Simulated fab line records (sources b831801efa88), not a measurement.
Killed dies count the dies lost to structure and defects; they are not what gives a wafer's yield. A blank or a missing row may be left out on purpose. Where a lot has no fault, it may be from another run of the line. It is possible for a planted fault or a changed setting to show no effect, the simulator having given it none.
The tool behind it: which one?    flow gf180mcu    24 lots, 72 wafers sampled, at 5 steps of a route of 602

WHAT EACH GAUGE READ, for each wafer
GF_V1_THK_MEAS_01. Usual: V1_CVD_00_THK typically reads 603 nm, with standard deviation 5.7.
lot   measured      on             V1_CVD_00_THK (nm)  flag
L074  day 17 01:35  film_metro-01  613 606 610         
L075  day 17 10:44  film_metro-01  605 613 607         
L076  day 17 18:19  film_metro-02  603 602 609         
L077  day 18 11:12  film_metro-04  601 603 607         
L078  day 18 18:22  film_metro-04  591 589 595         
L079  day 19 01:13  film_metro-01  593 599 596         
L080  day 19 10:50  film_metro-02  608 603 605         
L081  day 19 20:02  film_metro-02  608 610 601         
L082  day 20 10:39  film_metro-02  602 601 604         
L083  day 20 11:20  film_metro-04  604 603 606         
L084  day 20 22:56  film_metro-02  602 608 600         
L085  day 21 09:09  film_metro-04  600 601 606         
L086  day 21 17:28  film_metro-02  603 599 605         
L087  day 22 02:46  film_metro-04  608 606 611         
L088  day 22 14:00  film_metro-01  605 606 610         
L089  day 23 01:08  film_metro-01  608 599 602         
L090  day 23 01:28  film_metro-04  609 599 609         
L091  day 23 11:39  film_metro-01  601 602 600         
L092  day 23 20:49  film_metro-01  602 601 608         
L093  day 23 23:37  film_metro-04  594 597 600         
L094  day 24 07:18  film_metro-02  609 606 603         
L095  day 24 17:35  film_metro-01  596 595 594         
L096  day 24 23:29  film_metro-04  610 611 609         
L097  day 25 05:04  film_metro-01  606 599 601         

GF_V3_OVL_MEAS_15. Usual: V3_OVL typically reads 7 nm, with standard deviation 5.8.
lot   measured      on          V3_OVL (nm)  flag
L074  day 22 07:16  overlay-02  15 10 5      
L075  day 22 17:58  overlay-01  -1 -2 -4     
L076  day 22 23:50  overlay-01  11 9 11      
L077  day 23 16:00  overlay-01  -4 6 8       
L078  day 23 23:08  overlay-01  14 13 10     
L079  day 24 05:32  overlay-02  7 7 11       
L080  day 24 14:53  overlay-02  20 21 17     
L081  day 24 21:23  overlay-02  3 6 4        
L082  day 25 10:53  overlay-01  12 10 14     
L083  day 25 12:08  overlay-02  1 -1 0       
L084  day 25 23:24  overlay-01  6 0 9        
L085  day 26 07:38  overlay-01  -4 2 0       
L086  day 26 15:05  overlay-02  2 -2 3       
L087  day 26 23:16  overlay-02  1 0 6        
L088  day 27 07:35  overlay-01  2 3 0        
L089  day 27 18:38  overlay-01  12 8 11      
L090  day 27 19:51  overlay-01  13 15 14     
L091  day 28 02:53  overlay-01  9 8 13       
L092  day 28 11:51  overlay-02  6 11 2       
L093  day 28 14:33  overlay-02  6 4 4        
L094  day 28 21:13  overlay-01  12 5 10      
L095  day 29 06:26  overlay-02  11 5 11      
L096  day 29 12:31  overlay-02  1 10 4       
L097  day 29 16:23  overlay-02  9 13 7       

EACH LOT AND THE TOOL THAT RAN IT (in order: tool; ch and the chambers of the sampled wafers; start)
lot   GF_V2_ETCH_16                       GF_M3_SPUTTER_03              GF_V3_CVD_02
L074  rie_diel-03 ch 0,1,3, day 20 04:46  pvd_sputter-04, day 20 06:17  pecvd-02 ch 0,1,2, day 21 07:13
L075  rie_diel-03 ch 1,2, day 20 15:02    pvd_sputter-04, day 20 16:33  pecvd-01 ch 0,1,2, day 21 17:35
L076  rie_diel-01 ch 1,2,3, day 20 21:50  pvd_sputter-04, day 20 23:22  pecvd-04 ch 0,1,2, day 22 00:17
L077  rie_diel-01 ch 0,2, day 21 14:40    pvd_sputter-01, day 21 16:11  pecvd-01 ch 0, day 22 16:47
L078  rie_diel-03 ch 1,3, day 21 22:22    pvd_sputter-01, day 21 23:53  pecvd-01 ch 0,1, day 22 23:37
L079  rie_diel-03 ch 0,1,3, day 22 03:44  pvd_sputter-03, day 22 05:16  pecvd-02 ch 0,1,2, day 23 05:55
L080  rie_diel-02 ch 0,1,3, day 22 14:26  pvd_sputter-04, day 22 15:56  pecvd-04 ch 0,1, day 23 15:55
L081  rie_diel-01 ch 0,2,3, day 22 22:07  pvd_sputter-01, day 22 23:38  pecvd-02 ch 0,1,2, day 23 23:28
L082  rie_diel-01 ch 0,1,2, day 23 12:13  pvd_sputter-04, day 23 13:44  pecvd-04 ch 0,1,2, day 24 12:57
L083  rie_diel-03 ch 0,2,3, day 23 13:55  pvd_sputter-04, day 23 15:28  pecvd-02 ch 0,1,2, day 24 14:16
L084  rie_diel-02 ch 0,2,3, day 24 00:35  pvd_sputter-04, day 24 02:27  pecvd-02 ch 1,2, day 25 01:16
L085  rie_diel-01 ch 1,2, day 24 09:35    pvd_sputter-04, day 24 11:24  pecvd-02 ch 0,1,2, day 25 09:47
L086  rie_diel-02 ch 0,1,2, day 24 17:46  pvd_sputter-01, day 24 19:37  pecvd-02 ch 0,2, day 25 17:34
L087  rie_diel-03 ch 0,1,2, day 25 02:21  pvd_sputter-04, day 25 03:54  pecvd-04 ch 0,1,2, day 26 01:59
L088  rie_diel-03 ch 0,2,3, day 25 11:32  pvd_sputter-03, day 25 13:31  pecvd-04 ch 0,1,2, day 26 11:28
L089  rie_diel-01 ch 1,3, day 25 23:05    pvd_sputter-04, day 26 00:38  pecvd-01 ch 0,1,2, day 26 22:06
L090  rie_diel-03 ch 1,2, day 25 23:53    pvd_sputter-03, day 26 01:24  pecvd-02 ch 0,1,2, day 26 23:04
L091  rie_diel-03 ch 0,1,3, day 26 08:23  pvd_sputter-03, day 26 09:53  pecvd-02 ch 1,2, day 27 06:37
L092  rie_diel-03 ch 0,3, day 26 17:04    pvd_sputter-04, day 26 18:35  pecvd-01 ch 0,1,2, day 27 15:44
L093  rie_diel-01 ch 0,1,2, day 26 19:02  pvd_sputter-01, day 26 20:34  pecvd-04 ch 0,1, day 27 18:16
L094  rie_diel-03 ch 0,2,3, day 27 02:47  pvd_sputter-04, day 27 04:17  pecvd-01 ch 0,1, day 28 01:53
L095  rie_diel-03 ch 1,2,3, day 27 11:43  pvd_sputter-01, day 27 13:14  pecvd-01 ch 0,1,2, day 28 10:41
L096  rie_diel-02 ch 0,1,3, day 27 17:56  pvd_sputter-04, day 27 19:28  pecvd-01 ch 0,2, day 28 16:16
L097  rie_diel-03 ch 0,2,3, day 27 22:34  pvd_sputter-03, day 28 00:07  pecvd-04 ch 0,1,2, day 28 20:49
- GF_V2_ETCH_16: etches BARC in N2/H2.
- GF_M3_SPUTTER_03: material Ti, target thk 10 nm, time 6.7 s.
- GF_V3_CVD_02: deposits SiO2 from TEOS, target thk 850 nm, time 94.851 s.

AS READ BY THE TOOLS THEMSELVES (means over the sampled wafers that have a number; for cases with no such wafer, the mark the record gives instead)
GF_V2_ETCH_16. Usual: drypump_motor_current_A 5.6 A, standard deviation 0.46; oes_product_au 0.854 a.u., standard deviation 0.0045; throttle_valve_pct 13.225 %, standard deviation 0.0083.
lot   tool         drypump_motor_current_A (A)  oes_product_au (a.u.)  throttle_valve_pct (%)  flag
L074  rie_diel-03  5.3                          0.855                  13.223                  
L075  rie_diel-03  5.6                          0.849                  13.222                  
L076  rie_diel-01  6.2                          0.858                  13.219                  
L077  rie_diel-01  5.9                          0.856                  13.232                  
L078  rie_diel-03  5.5                          0.853                  13.225                  
L079  rie_diel-03  5.3                          0.853                  13.228                  
L080  rie_diel-02  5.5                          0.853                  13.226                  
L081  rie_diel-01  6.0                          0.851                  13.225                  
L082  rie_diel-01  5.8                          0.857                  13.221                  
L083  rie_diel-03  5.3                          0.850                  13.227                  
L084  rie_diel-02  5.7                          0.852                  13.224                  
L085  rie_diel-01  6.1                          0.857                  13.227                  
L086  rie_diel-02  6.0                          0.853                  13.222                  
L087  rie_diel-03  5.3                          0.860                  13.221                  
L088  rie_diel-03  5.3                          0.854                  13.222                  
L089  rie_diel-01  6.0                          0.853                  13.227                  
L090  rie_diel-03  5.6                          0.846                  13.232                  
L091  rie_diel-03  5.3                          0.857                  13.228                  
L092  rie_diel-03  5.2                          0.857                  13.228                  
L093  rie_diel-01  5.8                          0.858                  13.220                  
L094  rie_diel-03  5.3                          0.855                  13.228                  
L095  rie_diel-03  5.5                          0.849                  13.214                  
L096  rie_diel-02  5.5                          0.854                  13.225                  
L097  rie_diel-03  5.3                          0.853                  13.225                  

GF_M3_SPUTTER_03. Usual: 30.0 % for throttle_valve_pct, sd 0.83.
lot   tool            throttle_valve_pct (%)  flag
L074  pvd_sputter-04  30.3                    
L075  pvd_sputter-04  29.7                    
L076  pvd_sputter-04  30.6                    
L077  pvd_sputter-01  30.6                    
L078  pvd_sputter-01  29.5                    
L079  pvd_sputter-03  29.8                    
L080  pvd_sputter-04  29.9                    
L081  pvd_sputter-01  30.4                    
L082  pvd_sputter-04  31.0                    
L083  pvd_sputter-04  30.6                    
L084  pvd_sputter-04  30.4                    
L085  pvd_sputter-04  29.8                    
L086  pvd_sputter-01  29.2                    
L087  pvd_sputter-04  30.3                    
L088  pvd_sputter-03  29.7                    
L089  pvd_sputter-04  30.9                    
L090  pvd_sputter-03  29.5                    
L091  pvd_sputter-03  29.7                    
L092  pvd_sputter-04  30.0                    
L093  pvd_sputter-01  28.7                    
L094  pvd_sputter-04  30.5                    
L095  pvd_sputter-01  29.8                    
L096  pvd_sputter-04  30.0                    
L097  pvd_sputter-03  29.6                    

GF_V3_CVD_02. Usual: 691 W for heater_power_w, sd 96.
lot   tool      heater_power_w (W)  flag
L074  pecvd-02  733                 
L075  pecvd-01  773                 
L076  pecvd-04  634                 
L077  pecvd-01  775                 
L078  pecvd-01  714                 
L079  pecvd-02  635                 
L080  pecvd-04  616                 
L081  pecvd-02  691                 
L082  pecvd-04  637                 
L083  pecvd-02  703                 
L084  pecvd-02  625                 
L085  pecvd-02  712                 
L086  pecvd-02  703                 
L087  pecvd-04  620                 
L088  pecvd-04  661                 
L089  pecvd-01  759                 
L090  pecvd-02  699                 
L091  pecvd-02  705                 
L092  pecvd-01  758                 
L093  pecvd-04  683                 
L094  pecvd-01  739                 
L095  pecvd-01  723                 
L096  pecvd-01  665                 
L097  pecvd-04  691                 

THE ANSWER, worked out from the rows above alone
Rule: lot off if the mean of its wafers having a number is beyond 3 standard deviations from the usual mean. A lot without any number at a reading at which 4 lots or more have one is off too. All remaining lots with rows at the step are treated as sound. The gauges are gone through in route order, then the tools' own readings, and for those a lot's mean is taken as printed above. At the first step where some lot is off, the reading lying furthest off is the one used; lots without a number count as furthest.
Across all readings shown, no lot is off: no conclusion can be drawn from this.

WHAT HAD BEEN PUT IN BY THE SIMULATOR
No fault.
